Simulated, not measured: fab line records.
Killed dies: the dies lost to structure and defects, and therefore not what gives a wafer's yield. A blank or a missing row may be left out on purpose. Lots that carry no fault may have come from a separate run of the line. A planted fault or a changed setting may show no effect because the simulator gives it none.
Struck lot and sound lot, side by side / flow gf180mcu / 14 steps out of a route of 602
Sound: these wafers, L236.1, L236.2, L236.3. Wafers L230.3, L230.4, L230.6 were the ones struck. Last of all comes the cause.
At each step with rows: each side's tool, then ch and its chambers, then its first start. Under that, the readings that differ: sound wafers / struck wafers / difference of the means / sigmas: that difference in standard deviations of wafers without a fault.
alike: a reading whose means differ by less than 2 such deviations, as well as words and numbers matching on both sides. not compared: withheld readings; readings where some wafer has no value; bounds like >300 that might hide an equal value; numbers whose values overlap and for which the record gives no deviation.
The two part at a step that has a row with sigmas, a row that says differs or no value, or rows on one side only. When numbers do not overlap yet have no deviation, they are printed without sigmas and do not part them. Lack of a reading on every wafer of one side parts them only where that side has two or more wafers.

GF_V1_THK_MEAS_01:
  sound: filmMetro-01 at day 24 08:42; struck: filmMetro-01 at day 22 15:29
  alike: V1_CVD_00_THK
GF_V1_CVD_02: deposits SiO2 from TEOS, target thk 850 nm, time 94.851 s.
  sound on pecvd-04 ch 0,1,2, day 24 08:46; struck on pecvd-01 ch 1,2, day 22 15:32
  alike: heaterPowerW
GF_V1_THK_MEAS_03:
  sound: filmMetro-04 at day 24 08:50; struck: filmMetro-03 at day 22 15:37
  alike: V1_CVD_02_THK
GF_V1_CMP_04: polishes SiO2.
  sound on cmp-01 ch 0,1,2, day 24 08:53; struck on cmp-02 ch 1,2, day 22 15:43
  alike: motorCurrentA, retainingRingPressureFrac, timeToEndpointS
GF_V1_BOW_MEAS_05:
  sound: filmMetro-04 at day 24 09:11; struck: filmMetro-03 at day 22 16:00
  alike: V1_BOW
then, 7 steps without rows for these wafers: GF_V1_DEHYDRATE_06 (time 60 s); GF_V1_HMDS_07 (prime time 60 s); GF_V1_COAT_08; GF_V1_COAT_09 (resist thk 1000 nm); GF_V1_SOFTBAKE_10 (time 60 s); GF_V1_EXPOSE_11 (exposes mask Via1, target cd 260 nm); GF_V1_PEB_12 (peb time 90 s).
GF_V1_DEVELOP_13: develop time 60 s.
  sound on lithoTrack-04 ch 0, day 25 06:34; struck on lithoTrack-02, day 23 14:36
  no value came back on the struck wafers for chillPlateTempC (C), developTimeS (s); on the sound wafers chillPlateTempC (C) reads 22.84 22.82 22.85
reading=model.KrF_of_V1_COAT_09.thkNm (nm); sound=986.3 988.1 987.9; struck=1001 999.2 999.1; difference=+12; sigmas=
GF_V1_CD_MEAS_14: the cd target is 260 nm.
  sound: cdSem-01 at day 25 06:43; struck: cdSem-02 at day 23 14:44
reading=cdNm (nm); sound=259.8 260.6 260.5; struck=- - -; difference=no value on the struck wafers; sigmas=

WHERE THEY PART
Earliest at GF_V1_DEVELOP_13; latest, in this record, at GF_V1_CD_MEAS_14.

WHY: what the simulator had put in
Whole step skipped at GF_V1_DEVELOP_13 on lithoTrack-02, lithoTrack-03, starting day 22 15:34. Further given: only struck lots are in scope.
